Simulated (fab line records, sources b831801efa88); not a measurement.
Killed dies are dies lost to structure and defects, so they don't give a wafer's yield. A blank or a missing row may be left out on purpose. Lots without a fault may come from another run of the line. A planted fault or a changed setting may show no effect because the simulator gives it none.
fab line records | flow sky130
record lots=10 wafers=30 last_day=51
route steps=708 shown METAL3@569 VIA3@589 METAL4@600 PAD_OPEN@708
lots that met no fault: from a run of the same line without faults
start_h: hours from the record's first day to the start of the lot's first wafer shown | wait_h: hours since the lot's step before | " the same as in the row above | L1.1+2: a row that stands for several wafers | - no value, or no start given | * or withheld: withheld | < > ~ a bound
route shown NAME@n: a module of which the file shows steps, and the number in the route of the first | usual: mean/standard deviation of fault-free wafers | same: alike in all rows | chamber/n: place in a boat | sites: the reading at each site | _std_site: their standard deviation | _edge_site: outer sites' mean less inner sites' | radius_mm: how far each site lies from the wafer's centre | mask NAME#n: copy n | behind: the tool/chamber that last shaped the wafer | hold: why the lot was held/for how many hours/how that ended | device: the transistor (n, p or np) that didn't switch | end of line: the same wafers' tests at the end of the route | a step without rows: its recipe alone | killed: dies lost to structure and defects at the first sort, not the wafer's yield | map: a wafer's dies, x killed, . not, _ none there
set.NAME: the setting as run; set.NAME@STEP: as run at that earlier step | model.NAME: the simulator's own value behind a step, which no gauge read
steps of the route over a sample of lots; a table a step, a row a wafer
services: from which hour (start_h, from the record's first day; less than 0 if before it) a tool's chamber was out of use, for how many hours, and why
## steps
# step SKY_METAL3_STRIP_19
# recipe chemistry=O2/N2 power_w=1400 pressure_mtorr=1500 platen_temp_c=withheld o2_flow_sccm=3000 n2_flow_sccm=300 overash_fraction=0.5
# usual drypump_motor_current_A=5.69/0.26 oes_product_au=0.501/0.0058 strip_time_to_endpoint_s=6.50/0.083
# columns lot.wafer tool chamber start_h wait_h drypump_motor_current_A oes_product_au rf_hours_counter_h strip_time_to_endpoint_s
L453.2 plasma_asher-02 1 924.60 0.1 5.61 0.502 111 6.44
L453.3 " 1 " " 5.61 0.502 - 6.48
L453.4 " 0 " " 6.05 0.501 - 6.39
L454.3 plasma_asher-03 0 931.86 0.1 5.32 0.502 - 6.59
L454.5 " 1 " " 5.58 0.505 - 6.53
L454.6 " 0 " " 5.32 0.500 - 6.52
L459.4 plasma_asher-02 0 965.34 0.1 6.12 0.501 - 6.39
L459.5 " 0 " " 6.12 0.501 - 6.35
L459.6 " 1 " " 5.62 0.493 - 6.39
L461.3 plasma_asher-02 1 983.95 0.2 5.60 0.498 - 6.40
L461.4 " 0 " " 6.02 0.494 - 6.37
L461.6 " 1 " " 5.60 0.493 - 6.39
L470.1 plasma_asher-03 0 1039.17 0.1 5.33 0.497 89 6.49
L470.2 " 1 " " 5.63 0.503 89 6.44
L470.4 " 1 " " 5.61 0.505 - 6.47
L472.2 plasma_asher-01 0 1053.97 0.1 5.99 0.510 30 6.56
L472.4 " 1 " " 5.79 0.500 - 6.51
L472.5 " 0 " " 5.99 0.509 - 6.58
L473.1 plasma_asher-03 1 1057.09 0.1 5.62 0.516 90 6.56
L473.4 " 0 " " 5.33 0.515 - 6.64
L473.6 " 1 " " 5.60 0.501 - 6.49
L474.1 plasma_asher-03 0 1061.87 0.1 5.32 0.506 91 6.51
L474.4 " 1 " " 5.60 0.497 - 6.63
L474.6 " 1 " " 5.63 0.505 - 6.60
L475.1 plasma_asher-03 1 1071.09 0.1 5.64 0.503 92 6.51
L475.3 " 1 " " 5.62 0.504 - 6.57
L475.5 " 1 " " 5.59 0.500 - 6.60
L476.2 plasma_asher-02 0 1077.70 0.1 6.07 0.495 1 6.38
L476.4 " 0 " " 6.10 0.493 - 6.37
L476.6 " 0 " " 6.13 0.501 - 6.39
# step SKY_VIA3_STRIP_16
# recipe chemistry=O2/N2 power_w=1400 pressure_mtorr=1500 platen_temp_c=withheld o2_flow_sccm=3000 n2_flow_sccm=300 overash_fraction=0.5
# usual drypump_motor_current_A=5.6/0.31 oes_product_au=0.403/0.0047 strip_time_to_endpoint_s=4.14/0.033
# columns lot.wafer tool chamber start_h wait_h drypump_motor_current_A oes_product_au rf_hours_counter_h strip_time_to_endpoint_s
L453.2 plasma_asher-03 1 951.22 0.0 5.6 0.402 79 4.12
L453.3 " 1 " " 5.6 0.406 - 4.17
L453.4 " 0 " " 5.3 0.400 - 4.17
L454.3 plasma_asher-04 1 958.10 0.1 5.8 0.410 - 4.20
L454.5 " 1 " " 5.9 0.409 - 4.22
L454.6 " 0 " " 5.2 0.399 - 4.17
L459.4 plasma_asher-03 0 991.13 0.1 5.3 0.414 - 4.15
L459.5 " 1 " " 5.6 0.397 - 4.11
L459.6 " 0 " " 5.3 0.395 - 4.14
L461.3 plasma_asher-03 0 1009.35 0.1 5.3 0.414 - 4.18
L461.4 " 1 " " 5.6 0.406 - 4.16
L461.6 " 1 " " 5.6 0.403 - 4.18
L470.1 plasma_asher-04 0 1063.17 0.0 5.2 0.407 62 4.17
L470.2 " 1 " " 5.8 0.410 62 4.16
L470.4 " 1 " " 5.9 0.407 - 4.18
L472.2 plasma_asher-02 0 1076.97 0.0 6.0 0.402 1 4.17
L472.4 " 1 " " 5.6 0.413 - 4.19
L472.5 " 1 " " 5.6 0.404 - 4.19
L473.1 plasma_asher-04 0 1080.10 0.0 5.1 0.404 63 4.20
L473.4 " 1 " " 5.8 0.401 - 4.16
L473.6 " 0 " " 5.2 0.407 - 4.19
L474.1 plasma_asher-04 0 1085.62 0.0 5.1 0.401 64 4.13
L474.4 " 1 " " 5.8 0.411 - 4.17
L474.6 " 0 " " 5.2 0.401 - 4.14
L475.1 plasma_asher-02 0 1094.02 0.0 6.1 0.407 3 4.14
L475.3 " 0 " " 6.1 0.402 - 4.13
L475.5 " 0 " " 6.1 0.408 - 4.16
L476.2 plasma_asher-02 1 1101.39 0.0 5.6 0.397 4 4.10
L476.4 " 1 " " 5.6 0.405 - 4.07
L476.6 " 1 " " 5.6 0.411 - 4.14
# step SKY_VIA3_CVD_21
# recipe material=W target_thk_nm=390 time_s=117.31 temp_c=400 pressure_torr=40
# usual heater_power_outer_w=520/61 heater_power_w=872/96 susceptor_temp_C=400.01/0.22
# columns lot.wafer tool chamber start_h wait_h heater_power_outer_w heater_power_w susceptor_temp_C
L453.2 cvd_w-01 0 952.46 0.0 438 776 400.19
L453.3 " 0 " " 460 780 400.02
L453.4 " 1 " " 606 1022 399.85
L454.3 cvd_w-01 1 958.86 0.1 609 981 399.92
L454.5 " 0 " " 461 806 400.11
L454.6 " 1 " " 615 991 399.95
L459.4 cvd_w-02 0 991.79 0.1 492 785 399.81
L459.5 " 1 " " 525 967 400.12
L459.6 " 0 " " 489 789 399.86
L461.3 cvd_w-02 0 1010.01 0.1 475 770 400.00
L461.4 " 1 " " 520 914 399.80
L461.6 " 1 " " 518 938 399.94
L470.1 cvd_w-01 0 1063.82 0.0 463 804 399.83
L470.2 " 1 " " 608 1009 400.23
L470.4 " 1 " " 632 999 400.05
L472.2 cvd_w-01 1 1077.69 0.0 636 1013 400.07
L472.4 " 0 " " 462 787 400.12
L472.5 " 0 " " 457 802 399.85
L473.1 cvd_w-01 1 1080.82 0.0 607 1031 399.95
L473.4 " 0 " " 468 795 400.33
L473.6 " 0 " " 457 794 399.90
L474.1 cvd_w-02 0 1086.28 0.0 479 756 399.77
L474.4 " 0 " " 474 759 399.36
L474.6 " 1 " " 530 924 399.76
L475.1 cvd_w-02 1 1094.67 0.0 521 922 400.34
L475.3 " 0 " " 495 767 400.10
L475.5 " 0 " " 489 795 399.67
L476.2 cvd_w-02 0 1102.06 0.0 492 777 399.76
L476.4 " 0 " " 485 766 400.17
L476.6 " 0 " " 472 760 400.22
# step SKY_VIA3_RS_MEAS_22
# recipe thk_meas_gauge=four-point-probe reads=W_of_VIA3_CVD_21+TiN_of_VIA3_SPUTTER_20
# usual VIA3_W_RS=0.295/0.0036
# columns lot.wafer tool chamber start_h wait_h VIA3_W_RS[ohm/sq]
L453.2 film_metro-03 - 952.61 0.1 0.293
L453.3 " - " " 0.295
L453.4 " - " " 0.290
L454.3 film_metro-03 - 958.98 0.1 0.295
L454.5 " - " " 0.302
L454.6 " - " " 0.295
L459.4 film_metro-03 - 991.93 0.1 0.524
L459.5 " - " " 0.526
L459.6 " - " " 0.294
L461.3 film_metro-01 - 1010.13 0.1 0.293
L461.4 " - " " 0.532
L461.6 " - " " 0.297
L470.1 film_metro-01 - 1063.94 0.1 0.293
L470.2 " - " " 0.292
L470.4 " - " " 0.292
L472.2 film_metro-01 - 1077.83 0.1 0.291
L472.4 " - " " 0.298
L472.5 " - " " 0.299
L473.1 film_metro-04 - 1080.95 0.1 0.294
L473.4 " - " " 0.301
L473.6 " - " " 0.297
L474.1 film_metro-04 - 1086.40 0.1 0.288
L474.4 " - " " 0.287
L474.6 " - " " 0.293
L475.1 film_metro-01 - 1094.80 0.1 0.296
L475.3 " - " " 0.289
L475.5 " - " " 0.290
L476.2 film_metro-04 - 1102.20 0.1 0.295
L476.4 " - " " 0.298
L476.6 " - " " 0.296
# step SKY_VIA3_THK_MEAS_23
# recipe thk_meas_gauge=xrf reads=W_of_VIA3_CVD_21
# usual VIA3_W_THK=395/6.9
# columns lot.wafer tool chamber start_h wait_h VIA3_W_THK[nm]
L453.2 film_metro-03 - 952.72 0.1 395
L453.3 " - " " 390
L453.4 " - " " 399
L454.3 film_metro-03 - 959.08 0.1 390
L454.5 " - " " 383
L454.6 " - " " 392
L459.4 film_metro-03 - 992.02 0.1 222
L459.5 " - " " 222
L459.6 " - " " 395
L461.3 film_metro-01 - 1010.23 0.1 401
L461.4 " - " " 219
L461.6 " - " " 393
L470.1 film_metro-01 - 1064.06 0.1 401
L470.2 " - " " 402
L470.4 " - " " 404
L472.2 film_metro-01 - 1077.94 0.1 406
L472.4 " - " " 393
L472.5 " - " " 394
L473.1 film_metro-04 - 1081.07 0.1 390
L473.4 " - " " 381
L473.6 " - " " 387
L474.1 film_metro-04 - 1086.52 0.1 397
L474.4 " - " " 402
L474.6 " - " " 393
L475.1 film_metro-01 - 1094.92 0.1 403
L475.3 " - " " 416
L475.5 " - " " 414
L476.2 film_metro-04 - 1102.31 0.1 390
L476.4 " - " " 384
L476.6 " - " " 389
# step SKY_VIA3_CMP_24
# recipe stop_on=SiO2 t_overpolish_s=20 down_force_psi=3.5 platen_rpm=60 target_thk_nm=0 pad_velocity_m_s=0.94248
# usual head_pressure_psi=3.499/0.0077 motor_current_A=11.0/1 time_to_endpoint_s=94/4.4
# columns lot.wafer tool chamber start_h wait_h head_pressure_psi motor_current_A time_to_endpoint_s
L453.4 cmp-02 0 952.82 0.1 3.508 11.5 100
L453.2 " 1 " " 3.480 11.5 95
L453.3 " 2 " " 3.494 10.5 90
L454.3 cmp-01 0 959.27 0.2 3.496 10.3 88
L454.6 " 1 " " 3.508 10.0 92
L454.5 " 2 " " 3.494 12.9 88
L459.4 cmp-01 0 992.23 0.2 3.492 10.2 53
L459.6 " 0 " " 3.504 10.5 93
L459.5 " 1 " " 3.504 9.8 53
L461.4 cmp-02 3 1010.27 0.0 3.502 10.6 56
L461.3 " 1 " " 3.503 10.1 97
L461.6 " 0 " " 3.488 12.3 96
L470.2 cmp-02 3 1065.34 1.3 3.496 10.9 104
L470.1 " 1 " " 3.503 10.1 101
L470.4 " 2 " " 3.497 10.6 99
L472.4 cmp-01 1 1078.09 0.1 3.488 10.1 88
L472.2 " 2 " " 3.491 12.7 93
L472.5 " 0 " " 3.495 10.1 90
L473.4 cmp-01 1 1081.13 0.0 3.498 10.0 95
L473.1 " 3 " " 3.510 10.2 93
L473.6 " 2 " " 3.505 13.1 93
L474.4 cmp-01 2 1086.68 0.1 3.509 13.1 96
L474.1 " 3 " " 3.507 10.5 90
L474.6 " 0 " " 3.500 9.9 90
L475.3 cmp-02 1 1095.03 0.1 3.512 10.6 93
L475.1 " 3 " " 3.491 11.0 95
L475.5 " 0 " " 3.485 12.1 99
L476.2 cmp-02 2 1102.36 0.0 3.490 10.5 90
L476.4 " 1 " " 3.509 10.7 92
L476.6 " 3 " " 3.497 10.5 96
# step SKY_METAL4_SPUTTER_02
# recipe material=AlCu target_thk_nm=735 power_w=10600 time_s=39.64 chamber_pressure_pa=0.4
# usual throttle_valve_pct=29.9/1.2
# columns lot.wafer tool chamber start_h wait_h throttle_valve_pct
L453.2 pvd_sputter-01 - 953.11 0.0 31.3
L453.3 " - " " 28.7
L453.4 " - " " 30.6
L454.3 pvd_sputter-01 - 959.47 0.0 28.6
L454.5 " - " " 29.1
L454.6 " - " " 31.5
L459.4 pvd_sputter-03 - 992.58 0.0 27.6
L459.5 " - " " 29.7
L459.6 " - " " 31.1
L461.3 pvd_sputter-01 - 1010.62 0.0 30.7
L461.4 " - " " 29.4
L461.6 " - " " 28.7
L470.1 pvd_sputter-04 - 1065.69 0.0 30.5
L470.2 " - " " 31.1
L470.4 " - " " 29.5
L472.2 pvd_sputter-03 - 1078.34 0.0 31.2
L472.4 " - " " 29.7
L472.5 " - " " 28.5
L473.1 pvd_sputter-03 - 1081.48 0.0 31.2
L473.4 " - " " 29.7
L473.6 " - " " 28.4
L474.1 pvd_sputter-03 - 1086.93 0.0 27.7
L474.4 " - " " 28.6
L474.6 " - " " 29.6
L475.1 pvd_sputter-04 - 1095.33 0.0 30.7
L475.3 " - " " 29.8
L475.5 " - " " 30.7
L476.2 pvd_sputter-03 - 1102.71 0.0 28.3
L476.4 " - " " 29.8
L476.6 " - " " 27.5
# step SKY_PAD_OPEN_PROBE_99
# usual defect_limited_yield=82.7/1.9 killed_at_M0_to_M3=43/7.3 killed_at_M4_up=3.2/1.9 killed_at_contacts=24/5.5 killed_at_front_end=15/4.7 killed_at_other=0.5/0.75 killed_dies=85/9.5 killed_open=46/7 killed_short=38/7.4 sort_bin_3_pad_short=0.9/0.43 sort_bin_5_function=10.1/1.4 sort_bin_6_memory=6.3/1 sort_bin_8_speed=0.2/0.37 sort_n_pass=406/9.4 sort_yield_pct=82.5/1.9
# same gross_dies=492 killed_at_back_side=0 sort_bin_4_leakage[%]=0
# columns lot.wafer tool chamber start_h wait_h defect_limited_yield[%] killed_at_M0_to_M3 killed_at_M4_up killed_at_contacts killed_at_front_end killed_at_other killed_dies killed_open killed_short sort_bin_3_pad_short[%] sort_bin_5_function[%] sort_bin_6_memory[%] sort_bin_8_speed[%] sort_n_pass sort_yield_pct[%]
L453.2 prober-01 - 1098.88 0.1 80.3 36 4 32 25 0 97 42 55 1.6 12.0 6.1 0 395 80.3
L453.3 prober-01 - 1098.93 0.2 83.1 38 4 21 20 0 83 38 45 0.6 9.8 6.5 0 409 83.1
L453.4 prober-01 - 1098.98 0.2 82.5 44 2 22 18 0 86 54 32 0.8 10.2 6.5 1.4 399 81.1
L454.3 prober-02 - 1104.54 0.2 80.1 60 5 27 6 0 98 56 41 1.4 10.8 7.7 0.2 393 79.9
L454.5 prober-02 - 1104.64 0.2 82.5 54 2 14 16 0 86 48 38 1.0 11.4 5.1 0 406 82.5
L454.6 prober-02 - 1104.69 0.2 81.3 53 4 20 15 0 92 46 44 0.8 10.4 7.5 0 400 81.3
L459.4 prober-01 - 1133.50 0.2 81.9 44 1 27 17 0 89 61 24 0.4 11.0 6.7 0.4 401 81.5
L459.5 prober-01 - 1133.55 0.2 83.1 41 2 27 13 0 83 52 31 0.2 9.3 7.3 0 409 83.1
L459.6 prober-01 - 1133.60 0.2 82.1 48 1 22 17 0 88 50 38 1.6 9.1 7.1 1.4 397 80.7
L461.3 prober-01 - 1150.14 0.2 83.5 40 0 23 15 3 81 45 34 0.2 10.2 6.1 1.6 403 81.9
L461.4 prober-01 - 1150.19 0.2 80.7 44 3 31 16 1 95 46 47 1.8 10.4 7.1 0.8 393 79.9
L461.6 prober-01 - 1150.29 0.2 83.3 41 4 19 18 0 82 39 40 1.0 8.5 7.1 1.4 403 81.9
L470.1 prober-01 - 1192.23 0.1 82.7 34 3 28 19 1 85 47 38 1.0 9.6 6.7 0 407 82.7
L470.2 prober-01 - 1192.28 0.1 80.9 47 4 28 15 0 94 53 41 0.8 12.2 6.1 0 398 80.9
L470.4 prober-01 - 1192.38 0.2 79.5 49 0 32 20 0 101 63 38 1.0 11.2 8.3 0 391 79.5
L472.2 prober-01 - 1201.89 0.1 80.7 37 4 37 17 0 95 45 50 0.4 11.8 7.1 0.4 395 80.3
L472.4 prober-01 - 1201.99 0.2 81.3 52 4 19 17 0 92 50 42 0.8 10.4 7.5 0 400 81.3
L472.5 prober-01 - 1202.04 0.2 81.5 42 5 28 15 1 91 59 31 1.2 10.2 7.1 0 401 81.5
L473.1 prober-02 - 1202.99 0.1 82.1 43 7 24 13 1 88 49 39 1.2 9.3 7.3 0 404 82.1
L473.4 prober-02 - 1203.14 0.2 83.3 44 5 21 11 1 82 48 34 1.2 10.4 5.1 1.0 405 82.3
L473.6 prober-02 - 1203.24 0.2 85.2 34 1 26 11 1 73 41 32 0 10.0 4.9 0.2 418 85.0
L474.1 prober-01 - 1207.38 0.1 79.7 58 2 23 17 0 100 62 38 0.8 10.8 8.7 0 392 79.7
L474.4 prober-01 - 1207.53 0.2 80.3 50 5 26 14 2 97 58 37 0.2 12.4 7.1 0.2 394 80.1
L474.6 prober-01 - 1207.63 0.2 84.1 43 6 22 7 0 78 41 33 0.6 9.3 5.9 0 414 84.1
L475.1 prober-02 - 1213.34 0.1 82.7 47 3 18 17 0 85 44 41 0.8 8.7 7.7 0.6 404 82.1
L475.3 prober-02 - 1213.44 0.2 84.6 40 7 16 13 0 76 32 44 1.6 8.7 5.1 0 416 84.6
L475.5 prober-02 - 1213.54 0.2 86.0 38 3 20 7 1 69 31 37 0.6 7.5 5.9 0.2 422 85.8
L476.2 prober-02 - 1217.93 0.1 79.9 43 5 30 19 2 99 50 48 0.8 12.4 6.9 0 393 79.9
L476.4 prober-02 - 1218.03 0.2 79.5 52 6 27 13 3 101 66 34 1.0 13.4 6.1 0.4 389 79.1
L476.6 prober-02 - 1218.13 0.2 83.5 32 7 26 16 0 81 48 33 0.6 11.0 4.9 0 411 83.5
# killed by level:class
L453.2 CONTACT:geometric_particle:open=10 LOCAL_INTERCONNECT:geometric_particle:short=8 SPACER:geometric_particle:short=6 FIELD_ISO:geometric_particle:short=6 CONTACT:geometric_particle:short=6 LI_CONTACT:geometric_particle:open=6 VIA2:geometric_particle:open=5 VIA1:geometric_particle:short=5
L453.3 METAL2:geometric_particle:short=9 VIA2:geometric_particle:open=8 CONTACT:geometric_particle:open=7 METAL1:geometric_particle:short=6 VIA1:geometric_particle:open=6 CONTACT:geometric_particle:short=5 METAL4:geometric_particle:short=4 FIELD_ISO:geometric_particle:open=4
L453.4 VIA2:geometric_particle:open=10 VIA3:geometric_particle:open=8 FIELD_ISO:geometric_particle:open=7 VIA1:geometric_particle:open=7 CONTACT:geometric_particle:short=6 CONTACT:geometric_particle:open=6 METAL2:geometric_particle:short=6 LI_CONTACT:geometric_particle:open=5
L454.3 VIA1:geometric_particle:open=20 LI_CONTACT:geometric_particle:open=8 VIA2:geometric_particle:open=8 VIA3:geometric_particle:open=6 CONTACT:geometric_particle:short=6 METAL2:geometric_particle:short=6 CONTACT:geometric_particle:open=6 VIA1:geometric_particle:short=6
L454.5 METAL2:geometric_particle:short=13 CONTACT:geometric_particle:open=9 VIA1:geometric_particle:open=9 VIA2:geometric_particle:open=9 FIELD_ISO:geometric_particle:open=6 VIA3:geometric_particle:short=6 POLY_GATE:geometric_particle:short=4 METAL2:geometric_particle:open=4
L454.6 VIA1:geometric_particle:open=9 LI_CONTACT:geometric_particle:open=7 VIA2:geometric_particle:open=7 LOCAL_INTERCONNECT:geometric_particle:short=6 METAL3:geometric_particle:short=6 METAL2:geometric_particle:short=6 METAL1:geometric_particle:short=6 FIELD_ISO:geometric_particle:open=5
L459.4 VIA1:geometric_particle:open=19 CONTACT:geometric_particle:open=15 METAL1:geometric_particle:short=8 LI_CONTACT:geometric_particle:open=5 FIELD_ISO:geometric_particle:open=4 VIA3:geometric_particle:open=4 CONTACT:geometric_particle:short=4 SPACER:geometric_particle:open=3
L459.5 LI_CONTACT:geometric_particle:open=12 VIA1:geometric_particle:open=12 VIA2:geometric_particle:open=7 LOCAL_INTERCONNECT:geometric_particle:short=6 VIA1:geometric_particle:short=6 VIA3:geometric_particle:open=6 FIELD_ISO:geometric_particle:short=4 FIELD_ISO:geometric_particle:open=4
L459.6 METAL1:geometric_particle:short=11 VIA1:geometric_particle:open=10 FIELD_ISO:geometric_particle:open=9 LI_CONTACT:geometric_particle:open=8 CONTACT:geometric_particle:open=7 VIA1:geometric_particle:short=7 VIA2:geometric_particle:open=6 VIA3:geometric_particle:short=4
L461.3 CONTACT:geometric_particle:open=9 VIA1:geometric_particle:open=9 VIA2:geometric_particle:open=8 METAL2:geometric_particle:short=7 LI_CONTACT:geometric_particle:open=6 FIELD_ISO:geometric_particle:short=5 VIA1:geometric_particle:short=5 POLY_GATE:geometric_particle:open=4
L461.4 LI_CONTACT:geometric_particle:open=10 CONTACT:geometric_particle:open=10 METAL1:geometric_particle:short=8 METAL2:geometric_particle:short=8 VIA2:geometric_particle:open=5 VIA1:geometric_particle:open=5 VIA1:geometric_particle:short=5 VIA3:geometric_particle:open=5
L461.6 METAL1:geometric_particle:short=9 LI_CONTACT:geometric_particle:open=8 VIA1:geometric_particle:open=7 VIA2:geometric_particle:open=7 CONTACT:geometric_particle:open=6 VIA1:geometric_particle:short=6 POLY_GATE:geometric_particle:short=4 METAL2:geometric_particle:short=4
L470.1 CONTACT:geometric_particle:open=13 LI_CONTACT:geometric_particle:open=7 VIA3:geometric_particle:open=7 POLY_GATE:geometric_particle:short=6 VIA1:geometric_particle:open=6 POLY_GATE:geometric_particle:open=5 FIELD_ISO:geometric_particle:short=4 METAL1:geometric_particle:short=4
L470.2 VIA1:geometric_particle:open=16 VIA1:geometric_particle:short=10 CONTACT:geometric_particle:open=10 LI_CONTACT:geometric_particle:open=7 VIA3:geometric_particle:open=6 POLY_GATE:geometric_particle:short=5 LI_CONTACT:geometric_particle:short=4 LOCAL_INTERCONNECT:geometric_particle:short=4
L470.4 VIA1:geometric_particle:open=15 CONTACT:geometric_particle:open=11 LI_CONTACT:geometric_particle:open=9 CONTACT:geometric_particle:short=6 VIA3:geometric_particle:open=6 POLY_GATE:geometric_particle:short=5 VIA2:geometric_particle:open=5 VIA2:geometric_particle:short=5
L472.2 LI_CONTACT:geometric_particle:open=12 LI_CONTACT:geometric_particle:short=8 CONTACT:geometric_particle:open=8 CONTACT:geometric_particle:short=7 METAL1:geometric_particle:short=7 VIA3:geometric_particle:open=6 FIELD_ISO:geometric_particle:short=5 VIA1:geometric_particle:open=5
L472.4 VIA1:geometric_particle:open=16 METAL2:geometric_particle:short=7 METAL1:geometric_particle:short=7 LI_CONTACT:geometric_particle:open=6 VIA3:geometric_particle:open=6 CONTACT:geometric_particle:open=5 FIELD_ISO:geometric_particle:open=4 POLY_GATE:geometric_particle:short=4
L472.5 CONTACT:geometric_particle:open=14 VIA1:geometric_particle:open=13 LI_CONTACT:geometric_particle:open=7 VIA3:geometric_particle:open=6 VIA2:geometric_particle:open=4 METAL3:geometric_particle:short=4 POLY_GATE:geometric_particle:short=3 METAL1:geometric_particle:short=3
L473.1 VIA1:geometric_particle:open=14 CONTACT:geometric_particle:open=9 VIA2:geometric_particle:open=7 LI_CONTACT:geometric_particle:open=6 METAL4:geometric_particle:short=6 METAL2:geometric_particle:short=5 FIELD_ISO:geometric_particle:open=4 VIA2:geometric_particle:short=4
L473.4 VIA1:geometric_particle:open=12 LI_CONTACT:geometric_particle:open=9 METAL2:geometric_particle:short=8 VIA1:geometric_particle:short=5 CONTACT:geometric_particle:open=5 METAL1:geometric_particle:short=5 VIA3:geometric_particle:open=5 FIELD_ISO:geometric_particle:open=4
L473.6 CONTACT:geometric_particle:open=10 VIA1:geometric_particle:open=8 LI_CONTACT:geometric_particle:open=8 VIA2:geometric_particle:open=5 METAL1:geometric_particle:short=4 METAL2:geometric_particle:short=4 FIELD_ISO:geometric_particle:open=3 POLY_GATE:geometric_particle:short=3
L474.1 CONTACT:geometric_particle:open=14 VIA2:geometric_particle:open=10 VIA1:geometric_particle:open=9 VIA3:geometric_particle:open=9 FIELD_ISO:geometric_particle:short=6 METAL2:geometric_particle:short=6 METAL3:geometric_particle:short=5 POLY_GATE:geometric_particle:open=4
L474.4 VIA1:geometric_particle:open=13 CONTACT:geometric_particle:open=12 VIA3:geometric_particle:open=8 CONTACT:geometric_particle:short=7 VIA2:geometric_particle:open=6 METAL2:geometric_particle:short=5 METAL1:geometric_particle:short=5 LI_CONTACT:geometric_particle:open=5
L474.6 CONTACT:geometric_particle:open=9 VIA3:geometric_particle:open=8 VIA1:geometric_particle:open=7 LI_CONTACT:geometric_particle:open=5 VIA1:geometric_particle:short=5 VIA2:geometric_particle:short=5 CONTACT:geometric_particle:short=4 METAL2:geometric_particle:short=4
L475.1 VIA1:geometric_particle:open=13 VIA1:geometric_particle:short=8 METAL2:geometric_particle:short=8 POLY_GATE:geometric_particle:short=6 LI_CONTACT:geometric_particle:open=5 CONTACT:geometric_particle:open=5 VIA2:geometric_particle:open=5 VIA3:geometric_particle:open=5
L475.3 VIA1:geometric_particle:open=8 METAL2:geometric_particle:short=6 LI_CONTACT:geometric_particle:open=6 METAL4:geometric_particle:short=6 FIELD_ISO:geometric_particle:short=5 METAL3:geometric_particle:short=5 POLY_GATE:geometric_particle:open=4 CONTACT:geometric_particle:open=4
L475.5 VIA1:geometric_particle:open=9 METAL2:geometric_particle:short=6 CONTACT:geometric_particle:open=5 LI_CONTACT:geometric_particle:open=5 CONTACT:geometric_particle:short=5 VIA1:geometric_particle:short=5 VIA2:geometric_particle:short=5 VIA2:geometric_particle:open=4
L476.2 VIA1:geometric_particle:open=12 CONTACT:geometric_particle:open=10 METAL2:geometric_particle:short=9 LI_CONTACT:geometric_particle:open=7 FIELD_ISO:geometric_particle:short=6 CONTACT:geometric_particle:short=6 POLY_GATE:geometric_particle:open=5 VIA1:geometric_particle:short=5
L476.4 VIA1:geometric_particle:open=11 VIA2:geometric_particle:open=11 LI_CONTACT:geometric_particle:open=9 CONTACT:geometric_particle:open=9 FIELD_ISO:geometric_particle:open=6 POLY_GATE:geometric_particle:open=5 CONTACT:geometric_particle:short=5 VIA1:geometric_particle:short=5
L476.6 VIA1:geometric_particle:open=13 CONTACT:geometric_particle:open=12 FIELD_ISO:geometric_particle:open=6 LI_CONTACT:geometric_particle:open=6 FIELD_ISO:geometric_particle:short=4 VIA2:geometric_particle:open=4 POLY_GATE:geometric_particle:short=3 LI_CONTACT:geometric_particle:short=3
## services
# columns tool chamber start_h hours kind
cvd_w-02 - 904.00 14.0 pm
cvd_w-02 - 916.58 0.3 repair
pvd_sputter-01 - 921.25 1.0 repair
cmp-01 - 927.16 4.0 pm
plasma_asher-03 - 939.31 2.8 pm
cvd_w-02 - 947.59 6.0 pm
plasma_asher-02 - 950.56 2.8 pm
cmp-02 - 973.31 0.6 repair
cmp-02 - 976.40 17.1 pm
plasma_asher-01 - 982.63 1.5 repair
pvd_sputter-03 - 1009.19 7.6 repair
plasma_asher-02 - 1022.13 9.5 pm
plasma_asher-02 - 1037.67 7.3 repair
cmp-01 - 1050.74 1.8 repair
plasma_asher-02 - 1055.32 9.0 pm
plasma_asher-02 0 1055.32 9.0 vent_cycle
plasma_asher-02 1 1055.32 9.0 vent_cycle
cmp-02 - 1060.83 4.2 pm
cmp-01 - 1063.08 0.2 repair
plasma_asher-02 0 1064.32 - clean
plasma_asher-01 - 1070.97 6.3 repair
plasma_asher-03 - 1077.42 73.7 repair
cmp-02 - 1084.00 4.0 pm
cmp-02 - 1100.10 1.1 repair
## key
first_sign step=SKY_VIA3_RS_MEAS_22 reading=VIA3_W_RS direction=up sigmas=65 usual=0.295 struck=0.527
effect step=SKY_VIA3_THK_MEAS_23 reading=VIA3_W_THK direction=down sigmas=25 usual=395 struck=221
effect step=SKY_VIA3_CMP_24 reading=time_to_endpoint_s direction=down sigmas=9.1 usual=* struck=*
met_at SKY_VIA3_CVD_21
struck_lots L459,L461
struck_wafers L459.4,L459.5,L461.4
not_acting_at SKY_METAL3_STRIP_19,SKY_VIA3_STRIP_16,SKY_METAL4_SPUTTER_02
fault kind=process_parameter_drift tool=cvd_w-02 chamber=- onset_h=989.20 steps=SKY_VIA3_CVD_21 channel=target_thk_nm offset=-171.97 shape=step end_h=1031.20 scope=struck_wafers_only acts_in=these_recipes_only stated=390
